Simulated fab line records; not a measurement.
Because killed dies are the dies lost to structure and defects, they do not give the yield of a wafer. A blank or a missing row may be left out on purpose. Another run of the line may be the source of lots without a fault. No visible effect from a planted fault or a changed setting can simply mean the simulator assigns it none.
Which tool did it? :: flow sky130 :: 36 wafers from 12 lots sampled at 5 of the route's 708 steps

== WHAT THE GAUGES READ, wafer by wafer ==
The record holds no reading of a measuring or inspecting step that can be judged against a usual standard deviation.

== EACH LOT AND THE TOOL THAT RAN IT (in order: tool; ch and the chambers of the sampled wafers; start) ==
lot: L882
SKY_NWELL_STRIP_14: plasma asher-01 ch 0,1, day 4 10:12
SKY_METAL5_SPUTTER_02: pvd sputter-01, day 42 15:26
SKY_METAL5_METAL_ETCH_15: rie metal-03 ch 0,1, day 43 14:15
SKY_PAD_OPEN_STRIP_08: plasma asher-02 ch 0,1, day 45 11:55
SKY_PAD_OPEN_PROBE_99: -

lot: L884
SKY_NWELL_STRIP_14: plasma asher-02 ch 0,1, day 5 00:37
SKY_METAL5_SPUTTER_02: pvd sputter-01, day 43 10:19
SKY_METAL5_METAL_ETCH_15: rie metal-03 ch 0, day 44 09:16
SKY_PAD_OPEN_STRIP_08: plasma asher-03 ch 0,1, day 46 05:04
SKY_PAD_OPEN_PROBE_99: -

lot: L885
SKY_NWELL_STRIP_14: plasma asher-04 ch 0,1, day 5 07:46
SKY_METAL5_SPUTTER_02: pvd sputter-03, day 43 20:07
SKY_METAL5_METAL_ETCH_15: rie metal-04 ch 0, day 44 18:50
SKY_PAD_OPEN_STRIP_08: plasma asher-04 ch 0,1, day 46 14:34
SKY_PAD_OPEN_PROBE_99: -

lot: L886
SKY_NWELL_STRIP_14: plasma asher-04 ch 0,1, day 5 10:55
SKY_METAL5_SPUTTER_02: pvd sputter-01, day 44 02:37
SKY_METAL5_METAL_ETCH_15: rie metal-04 ch 0,1, day 45 01:21
SKY_PAD_OPEN_STRIP_08: plasma asher-03 ch 0,1, day 46 20:28
SKY_PAD_OPEN_PROBE_99: -

lot: L888
SKY_NWELL_STRIP_14: plasma asher-01 ch 0,1, day 6 02:57
SKY_METAL5_SPUTTER_02: pvd sputter-03, day 44 12:38
SKY_METAL5_METAL_ETCH_15: rie metal-03 ch 1, day 45 10:24
SKY_PAD_OPEN_STRIP_08: plasma asher-03 ch 0,1, day 47 04:37
SKY_PAD_OPEN_PROBE_99: -

lot: L889
SKY_NWELL_STRIP_14: plasma asher-02 ch 0,1, day 6 11:37
SKY_METAL5_SPUTTER_02: pvd sputter-03, day 45 04:09
SKY_METAL5_METAL_ETCH_15: rie metal-03 ch 0,1, day 46 00:48
SKY_PAD_OPEN_STRIP_08: plasma asher-04 ch 0,1, day 47 17:55
SKY_PAD_OPEN_PROBE_99: -

lot: L890
SKY_NWELL_STRIP_14: plasma asher-04 ch 1, day 6 15:42
SKY_METAL5_SPUTTER_02: pvd sputter-03, day 45 09:47
SKY_METAL5_METAL_ETCH_15: rie metal-04 ch 0,1, day 46 06:27
SKY_PAD_OPEN_STRIP_08: plasma asher-03 ch 0,1, day 47 23:49
SKY_PAD_OPEN_PROBE_99: -

lot: L891
SKY_NWELL_STRIP_14: plasma asher-01 ch 0,1, day 6 21:29
SKY_METAL5_SPUTTER_02: pvd sputter-04, day 45 12:31
SKY_METAL5_METAL_ETCH_15: rie metal-04 ch 0,1, day 46 08:48
SKY_PAD_OPEN_STRIP_08: plasma asher-02 ch 0,1, day 48 01:39
SKY_PAD_OPEN_PROBE_99: -

lot: L893
SKY_NWELL_STRIP_14: plasma asher-04 ch 0,1, day 7 10:30
SKY_METAL5_SPUTTER_02: pvd sputter-03, day 45 23:37
SKY_METAL5_METAL_ETCH_15: rie metal-04 ch 0,1, day 46 20:00
SKY_PAD_OPEN_STRIP_08: plasma asher-03 ch 0,1, day 48 12:28
SKY_PAD_OPEN_PROBE_99: -

lot: L894
SKY_NWELL_STRIP_14: plasma asher-01 ch 0,1, day 7 13:53
SKY_METAL5_SPUTTER_02: pvd sputter-01, day 46 06:06
SKY_METAL5_METAL_ETCH_15: rie metal-01 ch 0,1, day 47 03:20
SKY_PAD_OPEN_STRIP_08: plasma asher-03 ch 0,1, day 48 19:06
SKY_PAD_OPEN_PROBE_99: prober-02, day 48 21:26

lot: L901
SKY_NWELL_STRIP_14: plasma asher-02 ch 0,1, day 9 06:49
SKY_METAL5_SPUTTER_02: pvd sputter-01, day 47 22:24
SKY_METAL5_METAL_ETCH_15: rie metal-03 ch 0,1, day 48 16:51
SKY_PAD_OPEN_STRIP_08: plasma asher-02 ch 0, day 50 04:52
SKY_PAD_OPEN_PROBE_99: prober-02, day 50 07:08

lot: L902
SKY_NWELL_STRIP_14: plasma asher-02 ch 0,1, day 9 11:22
SKY_METAL5_SPUTTER_02: pvd sputter-01, day 48 10:07
SKY_METAL5_METAL_ETCH_15: rie metal-04 ch 0,1, day 49 04:12
SKY_PAD_OPEN_STRIP_08: plasma asher-02 ch 0, day 50 15:01
SKY_PAD_OPEN_PROBE_99: prober-02, day 50 17:17
- SKY_NWELL_STRIP_14: strips in O2/N2.
- SKY_METAL5_SPUTTER_02: material AlCu, target thk 1150 nm, time 61.2 s.
- SKY_METAL5_METAL_ETCH_15: etches the open film in Cl2/BCl3, stops on SiO2, target depth 1260 nm, time 252 s.
- SKY_PAD_OPEN_STRIP_08: strips in O2/N2.
- SKY_PAD_OPEN_PROBE_99

== AS READ BY THE TOOLS THEMSELVES (means over the sampled wafers that have a number; for cases with no such wafer, the mark the record gives instead) ==
SKY_NWELL_STRIP_14. Usual: drypump motor current A 5.6 A, standard deviation 0.68; oes product au 0.722 a.u., standard deviation 0.0049; strip time to endpoint s 36.94 s, standard deviation 0.1.
lot: L882
tool: plasma asher-01
drypump motor current A (A): 4.9
oes product au (a.u.): 0.723
strip time to endpoint s (s): 36.96
flag: 

lot: L884
tool: plasma asher-02
drypump motor current A (A): 6.2
oes product au (a.u.): 0.722
strip time to endpoint s (s): 36.89
flag: 

lot: L885
tool: plasma asher-04
drypump motor current A (A): 5.9
oes product au (a.u.): 0.723
strip time to endpoint s (s): 37.00
flag: 

lot: L886
tool: plasma asher-04
drypump motor current A (A): 5.4
oes product au (a.u.): 0.723
strip time to endpoint s (s): 36.93
flag: 

lot: L888
tool: plasma asher-01
drypump motor current A (A): 4.9
oes product au (a.u.): 0.722
strip time to endpoint s (s): 36.95
flag: 

lot: L889
tool: plasma asher-02
drypump motor current A (A): 6.3
oes product au (a.u.): 0.722
strip time to endpoint s (s): 36.83
flag: 

lot: L890
tool: plasma asher-04
drypump motor current A (A): 5.0
oes product au (a.u.): 0.717
strip time to endpoint s (s): 36.94
flag: 

lot: L891
tool: plasma asher-01
drypump motor current A (A): 4.9
oes product au (a.u.): 0.723
strip time to endpoint s (s): 36.69
flag: 

lot: L893
tool: plasma asher-04
drypump motor current A (A): 5.9
oes product au (a.u.): 0.722
strip time to endpoint s (s): 36.71
flag: 

lot: L894
tool: plasma asher-01
drypump motor current A (A): 4.9
oes product au (a.u.): 0.723
strip time to endpoint s (s): 36.87
flag: 

lot: L901
tool: plasma asher-02
drypump motor current A (A): 6.0
oes product au (a.u.): 0.723
strip time to endpoint s (s): 37.03
flag: 

lot: L902
tool: plasma asher-02
drypump motor current A (A): 6.0
oes product au (a.u.): 0.722
strip time to endpoint s (s): 37.02
flag: 

SKY_METAL5_SPUTTER_02. Usual: cathode dc power W 10600 W, standard deviation 1.8; throttle valve pct 30.2 %, standard deviation 0.84.
lot: L882
tool: pvd sputter-01
cathode dc power W (W): 10602
throttle valve pct (%): 30.5
flag: 

lot: L884
tool: pvd sputter-01
cathode dc power W (W): 10601
throttle valve pct (%): 29.3
flag: 

lot: L885
tool: pvd sputter-03
cathode dc power W (W): 10600
throttle valve pct (%): 30.9
flag: 

lot: L886
tool: pvd sputter-01
cathode dc power W (W): 10601
throttle valve pct (%): 30.2
flag: 

lot: L888
tool: pvd sputter-03
cathode dc power W (W): 10599
throttle valve pct (%): 31.0
flag: 

lot: L889
tool: pvd sputter-03
cathode dc power W (W): 10601
throttle valve pct (%): 30.1
flag: 

lot: L890
tool: pvd sputter-03
cathode dc power W (W): 10598
throttle valve pct (%): 30.1
flag: 

lot: L891
tool: pvd sputter-04
cathode dc power W (W): 10598
throttle valve pct (%): 30.8
flag: 

lot: L893
tool: pvd sputter-03
cathode dc power W (W): 10598
throttle valve pct (%): 30.0
flag: 

lot: L894
tool: pvd sputter-01
cathode dc power W (W): 10601
throttle valve pct (%): 29.9
flag: 

lot: L901
tool: pvd sputter-01
cathode dc power W (W): 10600
throttle valve pct (%): 29.9
flag: 

lot: L902
tool: pvd sputter-01
cathode dc power W (W): 10600
throttle valve pct (%): 29.7
flag: 

SKY_METAL5_METAL_ETCH_15. Usual: drypump motor current A 5.7 A, standard deviation 0.34; oes product au 0.894 a.u., standard deviation 0.0045; throttle valve pct 22.263 %, standard deviation 0.0097.
lot: L882
tool: rie metal-03
drypump motor current A (A): 5.6
oes product au (a.u.): 0.897
throttle valve pct (%): 22.260
flag: 

lot: L884
tool: rie metal-03
drypump motor current A (A): 5.6
oes product au (a.u.): 0.890
throttle valve pct (%): 22.271
flag: 

lot: L885
tool: rie metal-04
drypump motor current A (A): 6.2
oes product au (a.u.): 0.894
throttle valve pct (%): 22.255
flag: 

lot: L886
tool: rie metal-04
drypump motor current A (A): 5.9
oes product au (a.u.): 0.894
throttle valve pct (%): 22.272
flag: 

lot: L888
tool: rie metal-03
drypump motor current A (A): 5.6
oes product au (a.u.): 0.895
throttle valve pct (%): 22.269
flag: 

lot: L889
tool: rie metal-03
drypump motor current A (A): 5.6
oes product au (a.u.): 0.892
throttle valve pct (%): 22.259
flag: 

lot: L890
tool: rie metal-04
drypump motor current A (A): 6.0
oes product au (a.u.): 0.897
throttle valve pct (%): 22.273
flag: 

lot: L891
tool: rie metal-04
drypump motor current A (A): 5.7
oes product au (a.u.): 0.895
throttle valve pct (%): 22.265
flag: 

lot: L893
tool: rie metal-04
drypump motor current A (A): 5.7
oes product au (a.u.): 0.897
throttle valve pct (%): 22.264
flag: 

lot: L894
tool: rie metal-01
drypump motor current A (A): 5.2
oes product au (a.u.): 0.892
throttle valve pct (%): 22.248
flag: 

lot: L901
tool: rie metal-03
drypump motor current A (A): 5.6
oes product au (a.u.): 0.892
throttle valve pct (%): 22.249
flag: 

lot: L902
tool: rie metal-04
drypump motor current A (A): 5.7
oes product au (a.u.): 0.890
throttle valve pct (%): 22.260
flag: 

SKY_PAD_OPEN_STRIP_08. Usual: drypump motor current A 6.0 A, standard deviation 0.45; oes product au 0.663 a.u., standard deviation 0.0046; strip time to endpoint s 37.12 s, standard deviation 0.13.
lot: L882
tool: plasma asher-02
drypump motor current A (A): 6.2
oes product au (a.u.): 0.662
strip time to endpoint s (s): 37.23
flag: 

lot: L884
tool: plasma asher-03
drypump motor current A (A): 6.0
oes product au (a.u.): 0.661
strip time to endpoint s (s): 36.99
flag: 

lot: L885
tool: plasma asher-04
drypump motor current A (A): 5.4
oes product au (a.u.): 0.659
strip time to endpoint s (s): 36.94
flag: 

lot: L886
tool: plasma asher-03
drypump motor current A (A): 6.0
oes product au (a.u.): 0.662
strip time to endpoint s (s): 37.21
flag: 

lot: L888
tool: plasma asher-03
drypump motor current A (A): 6.0
oes product au (a.u.): 0.662
strip time to endpoint s (s): 37.00
flag: 

lot: L889
tool: plasma asher-04
drypump motor current A (A): 5.4
oes product au (a.u.): 0.668
strip time to endpoint s (s): 37.06
flag: 

lot: L890
tool: plasma asher-03
drypump motor current A (A): 6.0
oes product au (a.u.): 0.662
strip time to endpoint s (s): 36.97
flag: 

lot: L891
tool: plasma asher-02
drypump motor current A (A): 6.0
oes product au (a.u.): 0.663
strip time to endpoint s (s): 37.29
flag: 

lot: L893
tool: plasma asher-03
drypump motor current A (A): 6.0
oes product au (a.u.): 0.662
strip time to endpoint s (s): 37.08
flag: 

lot: L894
tool: plasma asher-03
drypump motor current A (A): 6.0
oes product au (a.u.): 0.664
strip time to endpoint s (s): 37.10
flag: 

lot: L901
tool: plasma asher-02
drypump motor current A (A): 5.8
oes product au (a.u.): 0.666
strip time to endpoint s (s): 37.03
flag: 

lot: L902
tool: plasma asher-02
drypump motor current A (A): 5.8
oes product au (a.u.): 0.661
strip time to endpoint s (s): 37.24
flag: 

SKY_PAD_OPEN_PROBE_99. Usual: killed_at_M0_to_M3 42, standard deviation 7.6; killed_at_M4_up 3.4, standard deviation 2; killed at contacts 24, standard deviation 5.9; killed at front end 16, standard deviation 4.5; killed at other 0.4, standard deviation 0.58; killed dies 86, standard deviation 10; killed open 47, standard deviation 7.6; killed short 39, standard deviation 6.7.
lot: L894
tool: prober-02
killed_at_M0_to_M3: 48
killed_at_M4_up: 3.0
killed at contacts: 24
killed at front end: 17
killed at other: 1.0
killed dies: 93
killed open: 47
killed short: 45
flag: 

lot: L901
tool: prober-02
killed_at_M0_to_M3: 33
killed_at_M4_up: 2.7
killed at contacts: 19
killed at front end: 36
killed at other: 0.7
killed dies: 91
killed open: 31
killed short: 42
flag: OFF

lot: L902
tool: prober-02
killed_at_M0_to_M3: 41
killed_at_M4_up: 5.0
killed at contacts: 32
killed at front end: 37
killed at other: 0.3
killed dies: 115
killed open: 55
killed short: 41
flag: OFF

== THE ANSWER, worked out from the rows above alone ==
Rule: a lot counts as off when the mean over its wafers that have a number is more than 3 standard deviations away from the usual mean. A lot without any number at a reading at which 4 lots or more have one is off too. The other lots that the step has rows for count as sound. Order of review: gauges by route order, followed by the tools' own readings, for which a lot's mean as printed above is used. At the first step where some lot is off, the reading lying furthest off is the one used; lots without a number count as furthest.
Off: L901, L902, at SKY_PAD_OPEN_PROBE_99 (killed at front end). Neither off nor sound, because the step has no rows for them: L882, L884, L885, L886, L888, L889, L890, L891, L893.
A tool fits if, at that step or a process step before it, it ran every lot that is off, and no sound lot after the first of them. Can't be told from this: 3 tools fit, plasma asher-02 at SKY_NWELL_STRIP_14 and SKY_PAD_OPEN_STRIP_08, pvd sputter-01 at SKY_METAL5_SPUTTER_02, prober-02 at SKY_PAD_OPEN_PROBE_99.

== WHAT WAS PUT IN BY THE SIMULATOR ==
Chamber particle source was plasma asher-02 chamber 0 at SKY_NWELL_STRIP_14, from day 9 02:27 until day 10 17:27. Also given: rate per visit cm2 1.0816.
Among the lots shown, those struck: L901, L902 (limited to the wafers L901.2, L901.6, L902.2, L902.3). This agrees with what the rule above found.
